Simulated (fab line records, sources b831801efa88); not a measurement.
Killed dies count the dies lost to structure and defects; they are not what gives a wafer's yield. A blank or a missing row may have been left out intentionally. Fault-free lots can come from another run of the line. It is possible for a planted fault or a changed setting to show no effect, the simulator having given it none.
Matching of chambers | flow sky130 | rie_diel-04 running SKY_VIA1_ETCH_15: 4 sister chambers
The step etches SiO2 in C4F8/O2/Ar, stops on TiN, target depth 351 nm, time 54 s. 22 wafers are shown with their chamber, then 11 later ones without.

## WAFERS WITH THEIR CHAMBER
wafer  | chamber | oes_product_au (a.u.)
L074.1 | 0       | 0.985
L074.2 | 1       | 0.991
L074.3 | 3       | 0.981
L074.4 | 2       | 0.983
L074.5 | 0       | 0.987
L074.6 | 1       | 0.978
L075.1 | 2       | 0.979
L075.2 | 1       | 0.986
L075.6 | 3       | 0.981
L076.1 | 2       | 0.980
L076.3 | 3       | 0.974
L076.5 | 2       | 0.966
L078.1 | 2       | 0.973
L078.3 | 0       | 0.986
L078.5 | 2       | 0.973
L081.2 | 1       | 0.987
L081.4 | 2       | 0.984
L081.5 | 3       | 0.984
L087.1 | 0       | 0.985
L087.5 | 2       | 0.985
L087.6 | 3       | 0.985
L089.2 | 1       | 0.985

SIGNATURES (means of the wafers above)
reading        | chamber 0 | chamber 1 | chamber 2 | chamber 3 | scatter within a chamber
oes_product_au | 0.98575   | 0.98540   | 0.97787   | 0.98100   | 0.00514
Rule: for each reading, subtract the chamber's mean from the wafer's reading, divide by that reading's scatter and square the result; add these up over the readings and take the root, which gives the wafer's distance from the chamber. If the next closest chamber is less than 2 further off than the closest, the wafer can't be placed; otherwise it belongs to the closest. The scatter: the root of (the sum of the squares of (reading less its chamber's mean) over the shown wafers, divided by (wafers less chambers)).

## WAFERS WHOSE CHAMBER IS MISSING
wafer  | oes_product_au (a.u.)
L089.3 | 0.983
L089.5 | 0.968
L093.1 | 0.970
L093.4 | 0.989
L093.5 | 0.976
L095.1 | 0.974
L095.5 | 0.974
L095.6 | 0.969
L096.2 | 0.983
L096.4 | 0.979
L096.6 | 0.973

## WHICH CHAMBER EACH ONE RAN IN
wafer  | from the rows above               | in truth
L089.3 | can't be placed: 3 or 1 or 0 or 2 | 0
L089.5 | can't be placed: 2 or 3 or 1 or 0 | 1
L093.1 | can't be placed: 2 or 3 or 1 or 0 | 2
L093.4 | can't be placed: 0 or 1 or 3 or 2 | 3
L093.5 | can't be placed: 2 or 3 or 1 or 0 | 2
L095.1 | can't be placed: 2 or 3 or 1 or 0 | 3
L095.5 | can't be placed: 2 or 3 or 1 or 0 | 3
L095.6 | can't be placed: 2 or 3 or 1 or 0 | 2
L096.2 | can't be placed: 3 or 1 or 0 or 2 | 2
L096.4 | can't be placed: 2 or 3 or 1 or 0 | 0
L096.6 | can't be placed: 2 or 3 or 1 or 0 | 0
0 of 11 placed correctly. Cannot be placed on the basis of these rows: 11; the candidates contain the true chamber in 11. Wrongly placed: 0.
